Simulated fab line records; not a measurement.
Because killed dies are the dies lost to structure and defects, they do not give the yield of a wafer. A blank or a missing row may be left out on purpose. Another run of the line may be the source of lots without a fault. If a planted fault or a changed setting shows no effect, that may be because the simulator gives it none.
Matching of chambers || flow gf180mcu || GF_V2_ETCH_16 on rie-diel-02 has 4 sister chambers
The step etches BARC in N2/H2. 22 wafers are shown with their chamber, then 11 later ones without.

WAFERS, EACH WITH ITS CHAMBER
{"wafer": "L078.1", "chamber": 0, "drypump-motor-current-A (A)": 5.8, "throttle-valve-pct (%)": 13.221, "oes-product-au (a.u.)": 0.861}
{"wafer": "L078.2", "chamber": 3, "drypump-motor-current-A (A)": 5.1, "throttle-valve-pct (%)": 13.215, "oes-product-au (a.u.)": 0.865}
{"wafer": "L078.3", "chamber": 1, "drypump-motor-current-A (A)": 4.9, "throttle-valve-pct (%)": 13.216, "oes-product-au (a.u.)": 0.860}
{"wafer": "L080.1", "chamber": 1, "drypump-motor-current-A (A)": 4.8, "throttle-valve-pct (%)": 13.222, "oes-product-au (a.u.)": 0.856}
{"wafer": "L080.3", "chamber": 0, "drypump-motor-current-A (A)": 5.8, "throttle-valve-pct (%)": 13.216, "oes-product-au (a.u.)": 0.858}
{"wafer": "L080.4", "chamber": 2, "drypump-motor-current-A (A)": 5.7, "throttle-valve-pct (%)": 13.227, "oes-product-au (a.u.)": 0.851}
{"wafer": "L081.1", "chamber": 0, "drypump-motor-current-A (A)": 5.8, "throttle-valve-pct (%)": 13.211, "oes-product-au (a.u.)": 0.849}
{"wafer": "L081.2", "chamber": 3, "drypump-motor-current-A (A)": 5.1, "throttle-valve-pct (%)": 13.229, "oes-product-au (a.u.)": 0.848}
{"wafer": "L081.3", "chamber": 1, "drypump-motor-current-A (A)": 4.8, "throttle-valve-pct (%)": 13.221, "oes-product-au (a.u.)": 0.845}
{"wafer": "L081.4", "chamber": 2, "drypump-motor-current-A (A)": 5.7, "throttle-valve-pct (%)": 13.220, "oes-product-au (a.u.)": 0.854}
{"wafer": "L081.5", "chamber": 2, "drypump-motor-current-A (A)": 5.7, "throttle-valve-pct (%)": 13.229, "oes-product-au (a.u.)": 0.854}
{"wafer": "L081.6", "chamber": 3, "drypump-motor-current-A (A)": 5.1, "throttle-valve-pct (%)": 13.219, "oes-product-au (a.u.)": 0.854}
{"wafer": "L082.1", "chamber": 3, "drypump-motor-current-A (A)": 5.1, "throttle-valve-pct (%)": 13.222, "oes-product-au (a.u.)": 0.857}
{"wafer": "L082.2", "chamber": 2, "drypump-motor-current-A (A)": 5.6, "throttle-valve-pct (%)": 13.229, "oes-product-au (a.u.)": 0.853}
{"wafer": "L082.4", "chamber": 0, "drypump-motor-current-A (A)": 5.8, "throttle-valve-pct (%)": 13.217, "oes-product-au (a.u.)": 0.851}
{"wafer": "L084.4", "chamber": 3, "drypump-motor-current-A (A)": 5.1, "throttle-valve-pct (%)": 13.243, "oes-product-au (a.u.)": 0.858}
{"wafer": "L084.5", "chamber": 3, "drypump-motor-current-A (A)": 5.1, "throttle-valve-pct (%)": 13.235, "oes-product-au (a.u.)": 0.855}
{"wafer": "L084.6", "chamber": 0, "drypump-motor-current-A (A)": 5.8, "throttle-valve-pct (%)": 13.219, "oes-product-au (a.u.)": 0.857}
{"wafer": "L090.3", "chamber": 2, "drypump-motor-current-A (A)": 5.7, "throttle-valve-pct (%)": 13.222, "oes-product-au (a.u.)": 0.851}
{"wafer": "L090.4", "chamber": 0, "drypump-motor-current-A (A)": 5.8, "throttle-valve-pct (%)": 13.225, "oes-product-au (a.u.)": 0.847}
{"wafer": "L090.5", "chamber": 3, "drypump-motor-current-A (A)": 5.1, "throttle-valve-pct (%)": 13.221, "oes-product-au (a.u.)": 0.840}
{"wafer": "L095.1", "chamber": 0, "drypump-motor-current-A (A)": 5.8, "throttle-valve-pct (%)": 13.207, "oes-product-au (a.u.)": 0.851}

SIGNATURES (averages over the wafers above)
{"reading": "drypump-motor-current-A", "chamber 0": 5.800, "chamber 1": 4.833, "chamber 2": 5.680, "chamber 3": 5.100, "scatter within a chamber": 0.0285}
{"reading": "throttle-valve-pct", "chamber 0": 13.21657, "chamber 1": 13.21967, "chamber 2": 13.22540, "chamber 3": 13.22629, "scatter within a chamber": 0.00707}
{"reading": "oes-product-au", "chamber 0": 0.85343, "chamber 1": 0.85367, "chamber 2": 0.85260, "chamber 3": 0.85386, "scatter within a chamber": 0.00611}
Rule: a wafer lies at a distance from a chamber equal to the root of the sum of squares, over the readings, of (its reading less the chamber's mean, divided by the reading's scatter). The wafer belongs to the nearest chamber; if the next one is less than 2 further off, it can't be placed. The scatter is the square root of a quotient: the sum, over the shown wafers, of each reading's squared deviation from its chamber's mean, divided by wafers minus chambers.

WAFERS WHOSE CHAMBER IS MISSING
{"wafer": "L095.2", "drypump-motor-current-A (A)": 5.7, "throttle-valve-pct (%)": 13.221, "oes-product-au (a.u.)": 0.858}
{"wafer": "L095.3", "drypump-motor-current-A (A)": 4.9, "throttle-valve-pct (%)": 13.229, "oes-product-au (a.u.)": 0.856}
{"wafer": "L095.4", "drypump-motor-current-A (A)": 5.1, "throttle-valve-pct (%)": 13.227, "oes-product-au (a.u.)": 0.854}
{"wafer": "L095.5", "drypump-motor-current-A (A)": 5.7, "throttle-valve-pct (%)": 13.215, "oes-product-au (a.u.)": 0.851}
{"wafer": "L095.6", "drypump-motor-current-A (A)": 4.9, "throttle-valve-pct (%)": 13.225, "oes-product-au (a.u.)": 0.859}
{"wafer": "L097.1", "drypump-motor-current-A (A)": 5.7, "throttle-valve-pct (%)": 13.212, "oes-product-au (a.u.)": 0.851}
{"wafer": "L097.2", "drypump-motor-current-A (A)": 5.7, "throttle-valve-pct (%)": 13.219, "oes-product-au (a.u.)": 0.849}
{"wafer": "L097.3", "drypump-motor-current-A (A)": 5.1, "throttle-valve-pct (%)": 13.227, "oes-product-au (a.u.)": 0.854}
{"wafer": "L097.4", "drypump-motor-current-A (A)": 4.9, "throttle-valve-pct (%)": 13.233, "oes-product-au (a.u.)": 0.851}
{"wafer": "L097.5", "drypump-motor-current-A (A)": 4.9, "throttle-valve-pct (%)": 13.229, "oes-product-au (a.u.)": 0.852}
{"wafer": "L097.6", "drypump-motor-current-A (A)": 5.7, "throttle-valve-pct (%)": 13.231, "oes-product-au (a.u.)": 0.860}

WHICH CHAMBER EACH WENT THROUGH
{"wafer": "L095.2", "from the rows above": 2, "in truth": 2}
{"wafer": "L095.3", "from the rows above": 1, "in truth": 1}
{"wafer": "L095.4", "from the rows above": 3, "in truth": 3}
{"wafer": "L095.5", "from the rows above": "can't be placed: 2 or 0", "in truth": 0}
{"wafer": "L095.6", "from the rows above": 1, "in truth": 1}
{"wafer": "L097.1", "from the rows above": "can't be placed: 2 or 0", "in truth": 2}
{"wafer": "L097.2", "from the rows above": 2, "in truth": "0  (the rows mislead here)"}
{"wafer": "L097.3", "from the rows above": 3, "in truth": 3}
{"wafer": "L097.4", "from the rows above": 1, "in truth": 1}
{"wafer": "L097.5", "from the rows above": 1, "in truth": 1}
{"wafer": "L097.6", "from the rows above": 2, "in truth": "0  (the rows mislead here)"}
Correct placement for 7 of the 11. Unplaceable from these rows: 2, with the true chamber sitting among the candidates in 2. Number placed wrongly: 2.
